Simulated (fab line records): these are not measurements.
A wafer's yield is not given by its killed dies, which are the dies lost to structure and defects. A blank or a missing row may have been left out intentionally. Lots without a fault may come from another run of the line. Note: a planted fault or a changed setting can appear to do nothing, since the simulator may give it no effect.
Which tool did it?	flow sky130	Sampling: 24 lots, 72 wafers, 6 of 708 route steps

## WHAT EACH GAUGE READ, for each wafer
SKY_FIELD_ISO_THK_MEAS_23.
lot	measured	on	FIELD_ISO_OXIDATION_01_THK (nm)
L074	day 2 05:41	film metro-01	10.46 10.45 10.16
L075	day 2 11:02	film metro-03	9.86 10.17 10.03
L076	day 2 16:28	film metro-02	10.27 10.33 10.09
L077	day 2 21:28	film metro-02	10.10 10.05 9.94
L078	day 3 03:34	film metro-01	10.08 10.21 10.19
L079	day 3 07:47	film metro-01	9.91 9.84 10.15
L080	day 3 13:08	film metro-03	9.96 10.07 9.98
L081	day 3 20:05	film metro-02	10.09 10.12 10.18
L082	day 3 23:11	film metro-02	9.99 10.00 10.07
L083	day 4 05:32	film metro-01	10.17 10.42 10.19
L084	day 4 12:54	film metro-02	9.99 10.18 9.90
L085	day 4 17:11	film metro-01	10.02 9.97 9.98
L086	day 4 21:14	film metro-02	10.19 10.11 10.22
L087	day 5 02:49	film metro-03	9.94 9.98 9.76
L088	day 5 08:25	film metro-02	10.09 10.03 10.09
L089	day 5 12:47	film metro-01	10.28 10.33 10.36
L090	day 5 17:47	film metro-03	10.00 10.24 9.96
L091	day 6 00:22	film metro-03	9.67 9.65 9.62
L093	day 6 09:11	film metro-03	10.04 9.87 9.92
L092	day 6 09:11	film metro-02	10.19 10.02 10.01
L094	day 6 13:38	film metro-01	10.04 10.21 10.09
L095	day 6 21:46	film metro-03	9.92 9.83 9.93
L096	day 7 00:53	film metro-03	9.88 9.98 9.84
L097	day 7 08:13	film metro-01	9.67 9.88 9.63

SKY_VT_ADJUST_NCORE_CD_MEAS_07: the cd target is 380 nm.
lot	measured	on	cd nm (nm)
L074	day 8 11:33	cd sem-01	382 382 383
L075	day 8 18:10	cd sem-01	376 375 378
L076	day 9 01:42	cd sem-02	377 379 378
L077	day 9 12:32	cd sem-02	377 378 377
L078	day 9 18:15	cd sem-01	376 376 379
L079	day 10 00:30	cd sem-01	385 382 383
L080	day 10 12:22	cd sem-02	375 376 376
L081	day 10 20:38	cd sem-01	381 380 381
L082	day 10 23:11	cd sem-01	381 381 382
L083	day 11 08:32	cd sem-02	382 383 382
L084	day 11 20:35	cd sem-01	375 375 374
L085	day 12 01:15	cd sem-01	379 377 380
L086	day 12 06:19	cd sem-01	374 373 372
L087	day 12 17:58	cd sem-02	383 382 379
L088	day 13 01:47	cd sem-02	383 384 382
L089	day 13 06:24	cd sem-02	377 376 378
L090	day 13 16:59	cd sem-02	384 385 386
L091	day 14 01:15	cd sem-02	382 386 383
L093	day 14 12:14	cd sem-02	384 383 378
L092	day 14 09:28	cd sem-01	382 382 378
L094	day 14 23:26	cd sem-01	379 382 381
L095	day 15 08:40	cd sem-01	381 382 383
L096	day 15 10:28	cd sem-01	380 384 381
L097	day 15 19:35	cd sem-01	381 379 380

SKY_POLY_GATE_THK_MEAS_01.
lot	measured	on	POLY_GATE_CVD_00_THK (nm)
L074	day 14 03:35	film metro-02	178.1 178.5 177.2
L075	day 14 10:11	film metro-01	178.4 178.8 178.9
L076	day 15 00:11	film metro-04	183.8 183.6 182.8
L077	day 15 16:05	film metro-04	177.9 177.5 176.6
L078	day 15 23:23	film metro-04	180.1 180.6 181.2
L079	day 16 04:38	film metro-02	178.6 178.6 179.6
L080	day 16 13:07	film metro-02	177.9 177.5 179.2
L081	day 16 22:04	film metro-01	180.4 179.1 180.1
L082	day 17 02:32	film metro-02	176.8 177.4 178.6
L083	day 17 15:22	film metro-02	179.6 178.4 180.2
L084	day 18 05:22	film metro-01	176.8 175.3 174.8
L085	day 18 10:31	film metro-01	177.5 177.8 178.1
L086	day 18 16:22	film metro-04	177.3 178.6 178.5
L087	day 19 03:52	film metro-02	181.0 180.2 180.2
L088	day 19 12:53	film metro-04	181.6 182.5 181.9
L089	day 19 19:34	film metro-01	179.7 179.1 180.1
L090	day 20 09:53	film metro-02	180.9 181.0 180.8
L091	day 21 00:52	film metro-02	178.8 178.8 177.3
L093	day 21 10:58	film metro-04	180.5 179.2 180.1
L092	day 21 12:11	film metro-02	178.6 177.3 176.4
L094	day 21 22:32	film metro-02	177.7 176.8 178.1
L095	day 22 09:17	film metro-01	182.9 182.3 181.5
L096	day 22 12:17	film metro-04	179.9 179.1 178.9
L097	day 22 23:40	film metro-01	178.5 178.9 181.4

SKY_POLY_GATE_OVL_MEAS_14.
lot	measured	on	POLY_GATE_OVL (nm)
L074	day 16 15:58	overlay-02	4 5 0
L075	day 16 21:25	overlay-02	-2 -4 -1
L076	day 17 12:44	overlay-02	0 7 -6
L077	day 18 06:40	overlay-01	-4 -2 -1
L078	day 18 14:17	overlay-02	-3 5 5
L079	day 18 19:10	overlay-01	4 4 -4
L080	day 19 06:31	overlay-01	-1 2 7
L081	day 19 15:10	overlay-02	-9 7 -4
L082	day 19 20:34	overlay-02	4 -2 -3
L083	day 20 08:28	overlay-01	-1 -2 0
L084	day 20 23:46	overlay-02	-7 -3 -11
L085	day 21 05:52	overlay-01	3 1 -7
L086	day 21 11:13	overlay-01	-5 -7 -9
L087	day 21 23:26	overlay-01	4 -1 0
L088	day 22 08:37	overlay-02	-14 -7 -7
L089	day 22 14:25	overlay-02	7 0 0
L090	day 23 05:13	overlay-01	4 -8 -2
L091	day 23 20:49	overlay-02	-17 -14 -19
L093	day 24 06:52	overlay-02	-3 0 1
L092	day 24 09:04	overlay-02	-4 -4 4
L094	day 24 17:25	overlay-02	-13 -7 -11
L095	day 25 03:55	overlay-02	-6 -10 -6
L096	day 25 07:28	overlay-01	0 7 -1
L097	day 25 18:19	overlay-01	-4 -1 1

SKY_LDD_P_OVL_MEAS_08.
lot	measured	on	LDD_P_OVL (nm)
L074	day 19 10:04	overlay-01	-0.2 0.4 0.3
L075	day 19 16:49	overlay-01	-1.3 -1.3 -1.2
L076	day 20 07:29	overlay-01	-0.6 -1.0 0.8
L077	day 21 03:32	overlay-01	-2.2 -1.8 -4.0
L078	day 21 11:44	overlay-01	-1.4 0.8 -0.1
L079	day 21 17:07	overlay-02	-0.6 0.9 -1.8
L080	day 22 03:37	overlay-01	0.1 0.6 0.0
L081	day 22 10:55	overlay-02	-3.2 -2.1 -3.4
L082	day 22 17:40	overlay-01	-2.6 -2.3 -3.0
L083	day 23 03:49	overlay-01	-3.6 0.0 -2.7
L084	day 23 19:28	overlay-01	-1.2 -1.6 -1.4
L085	day 24 02:22	overlay-01	-0.5 -1.7 -3.8
L086	day 24 07:19	overlay-02	1.1 -4.0 -2.2
L087	day 24 20:08	overlay-02	2.8 0.3 2.2
L088	day 25 05:31	overlay-01	-3.3 -1.4 -3.1
L089	day 25 11:25	overlay-02	-1.2 0.6 -1.5
L090	day 26 01:04	overlay-02	2.4 0.9 0.2
L091	day 26 15:28	overlay-01	-1.2 -0.6 -1.0
L093	day 27 01:01	overlay-01	-2.1 -2.7 -1.6
L092	day 27 02:43	overlay-02	-0.4 1.1 -0.7
L094	day 27 09:31	overlay-01	-0.8 0.0 -0.6
L095	day 27 19:13	overlay-02	-2.1 -1.8 0.5
L096	day 27 21:34	overlay-02	0.6 0.6 2.5
L097	day 28 08:04	overlay-01	-3.4 -3.1 -2.5

## TOOL THAT RAN EACH LOT (tool first, then ch and the chambers of the sampled wafers, then the start)
lot	SKY_VT_ADJUST_LVTN_STRIP_09
L074	plasma asher-04 ch 0,1, day 6 18:11
L075	plasma asher-02 ch 0,1, day 7 00:11
L076	plasma asher-02 ch 0,1, day 7 06:16
L077	plasma asher-04 ch 0,1, day 7 15:37
L078	plasma asher-04 ch 0,1, day 7 21:40
L079	plasma asher-04 ch 0,1, day 8 02:50
L080	plasma asher-01 ch 0,1, day 8 13:38
L081	plasma asher-04 ch 0,1, day 8 21:05
L082	plasma asher-04 ch 0,1, day 8 23:38
L083	plasma asher-01 ch 0,1, day 9 08:35
L084	plasma asher-01 ch 0, day 9 19:32
L085	plasma asher-01 ch 0,1, day 9 23:08
L086	plasma asher-04 ch 0,1, day 10 04:35
L087	plasma asher-02 ch 0,1, day 10 14:28
L088	plasma asher-02 ch 0,1, day 10 22:02
L089	plasma asher-02 ch 1, day 11 01:59
L090	plasma asher-02 ch 0,1, day 11 14:29
L091	plasma asher-02 ch 0,1, day 11 22:26
L093	plasma asher-04 ch 0,1, day 12 08:26
L092	plasma asher-02 ch 0,1, day 12 05:14
L094	plasma asher-01 ch 0,1, day 12 18:26
L095	plasma asher-02 ch 0,1, day 13 03:35
L096	plasma asher-04 ch 0,1, day 13 05:20
L097	plasma asher-04 ch 0, day 13 12:59
- SKY_VT_ADJUST_LVTN_STRIP_09: strips in O2/N2.

## WHAT THE TOOLS THEMSELVES READ (means of the sampled wafers that have a number; where no wafer has one, the mark that the record gives instead)
SKY_VT_ADJUST_LVTN_STRIP_09.
lot	tool	drypump motor current A (A)	oes product au (a.u.)	strip time to endpoint s (s)
L074	plasma asher-04	5.95	0.725	36.81
L075	plasma asher-02	5.86	0.719	36.90
L076	plasma asher-02	5.87	0.721	36.93
L077	plasma asher-04	5.94	0.726	36.80
L078	plasma asher-04	5.83	0.727	36.86
L079	plasma asher-04	5.93	0.719	37.01
L080	plasma asher-01	5.96	0.718	36.87
L081	plasma asher-04	5.83	0.724	36.88
L082	plasma asher-04	5.82	0.723	36.83
L083	plasma asher-01	5.91	0.720	36.90
L084	plasma asher-01	5.84	0.724	36.72
L085	plasma asher-01	5.96	0.723	36.82
L086	plasma asher-04	5.83	0.723	36.90
L087	plasma asher-02	5.87	0.717	36.80
L088	plasma asher-02	5.72	0.724	36.99
L089	plasma asher-02	6.02	0.724	36.91
L090	plasma asher-02	5.71	0.719	36.96
L091	plasma asher-02	5.86	0.727	36.90
L093	plasma asher-04	5.82	0.726	36.95
L092	plasma asher-02	5.71	0.722	36.83
L094	plasma asher-01	5.96	0.727	37.01
L095	plasma asher-02	5.69	0.721	36.74
L096	plasma asher-04	5.83	0.719	36.84
L097	plasma asher-04	6.05	0.723	36.75

## THE ANSWER, worked out from the rows above alone
Rule: the usual values come from the lots themselves. The widest of any qualifying gaps counts: lots, ordered by their means at a reading, are off when they make up no more than a third of the lots, leave a main group of 4 or more, and stand apart from it by 3 or more times the standard deviation of that group's means. If all means in a main group match to the digits the tables above print for the reading, that group is not used. Also off: a lot with no number at a reading for which 4 or more lots have one. All remaining lots with rows at the step are treated as sound. After the gauges, taken in route order, come the tools' own readings; for these a lot's mean is taken, as printed above. The first step at which some lot is off is used, and at that step the reading that is off furthest; a lot without a number counts as furthest.
Across all readings shown, no lot is off: no conclusion can be drawn from this.

## WHAT HAD BEEN PUT IN BY THE SIMULATOR
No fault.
